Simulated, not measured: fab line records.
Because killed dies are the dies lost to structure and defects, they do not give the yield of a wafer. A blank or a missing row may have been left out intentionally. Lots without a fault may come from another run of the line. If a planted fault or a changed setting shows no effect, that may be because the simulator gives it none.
Struck lot and sound lot, side by side	flow gf180mcu	15 out of 602 route steps
Sound: the wafers L343.1, L343.5, L343.6. Wafers struck: L347.4, L347.5, L347.6. The cause comes at the end.
At each step with rows: each side's tool, then ch and its chambers, then its first start. Under that, the readings that differ: sound wafers	struck wafers	difference of the means	sigmas: that difference in standard deviations of wafers without a fault.
alike: readings whose means differ by less than 2 such deviations, and words and numbers that are the same on both sides. not compared: withheld readings, readings that some wafer has no value for, bounds like >300 that may hide the same value, and numbers for which the record gives no deviation and whose values overlap.
A row with sigmas, a row that says differs or no value, or rows on one side alone: a step with any of these is where the two part. When numbers do not overlap yet have no deviation, they are printed without sigmas and do not part them. Lack of a reading on every wafer of one side parts them only where that side has two or more wafers.

first, 2 steps without rows for these wafers: GF_CONTACT_CLEAN_20 (cleans in DIW); GF_CONTACT_CLEAN_21 (cleans in dHF, time 20 s).
GF_CONTACT_SPUTTER_22: material Ti, target thk 15 nm, time 80.02 s.
  sound on pvd_sputter-03 at day 18 02:08; struck on pvd_sputter-03 at day 19 06:22
  alike: cathode_dc_power_W, chamber_pressure_pa, substrate_temp_c, throttle_valve_pct
GF_CONTACT_SPUTTER_23: material TiN, target thk 10 nm, time 40 s.
  sound on pvd_sputter-03 at day 18 02:13; struck on pvd_sputter-03 at day 19 06:25
  alike: cathode_dc_power_W, chamber_pressure_pa, throttle_valve_pct
GF_CONTACT_CVD_24: deposits W, target thk 300 nm, time 90.339 s.
  sound on cvd_w-02 ch 1, day 18 02:14; struck on cvd_w-02 ch 0,1, day 19 06:29
  alike: heater_power_w
GF_CONTACT_RS_MEAS_25: measures by four-point-probe.
  sound on film_metro-02 at day 18 02:27; struck on film_metro-02 at day 19 06:37
  alike: CONTACT_W_RS
GF_CONTACT_THK_MEAS_26: measures by xrf.
  sound on film_metro-02 at day 18 02:34; struck on film_metro-02 at day 19 06:43
  alike: CONTACT_W_THK
then, 1 step without rows for these wafers: GF_CONTACT_CMP_27 (polishes, stops on SiO2, t overpolish 15 s, target thk 0 nm).
GF_M1_SPUTTER_00: material Ti, target thk 37.5 nm, time 150 s.
  sound on pvd_sputter-01 at day 18 03:00; struck on pvd_sputter-01 at day 19 07:02
  alike: cathode_dc_power_W, chamber_pressure_pa, substrate_temp_c, throttle_valve_pct
GF_M1_SPUTTER_01: material TiN, target thk 30 nm, time 25 s.
  sound on pvd_sputter-01 at day 18 03:06; struck on pvd_sputter-01 at day 19 07:08
  alike: cathode_dc_power_W, chamber_pressure_pa, throttle_valve_pct
then, 2 steps without rows for these wafers: GF_M1_SPUTTER_02 (material AlCu, target thk 450 nm, time 23.9 s); GF_M1_SPUTTER_03 (material Ti, target thk 10 nm, time 6.7 s).
GF_M1_SPUTTER_04: material TiN, target thk 50 nm, time 41.7 s.
  sound on pvd_sputter-01 at day 18 03:11; struck on pvd_sputter-01 at day 19 07:13
  no value came back on the struck wafers for cathode_dc_power_W (W), chamber_pressure_pa (Pa), throttle_valve_pct (%); on the sound wafers cathode_dc_power_W (W) reads 6500.6 6499.1 6498.5
GF_M1_THK_MEAS_06: measures by xrf.
  sound on film_metro-01 at day 18 03:20; struck on film_metro-02 at day 19 07:25
reading	sound	struck	difference	sigmas
M1_ALCU_THK (nm)	448 439 446	494 489 495	+48	+8
then, 1 step without rows for these wafers: GF_M1_DEHYDRATE_07 (time 60 s).

## WHERE THEY PART
At GF_M1_SPUTTER_04 first; at GF_M1_THK_MEAS_06 last (within this record only).

WHY: whatever the simulator had introduced
Whole step skipped at GF_M1_SPUTTER_04 on pvd_sputter-01, starting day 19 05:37. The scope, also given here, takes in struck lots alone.
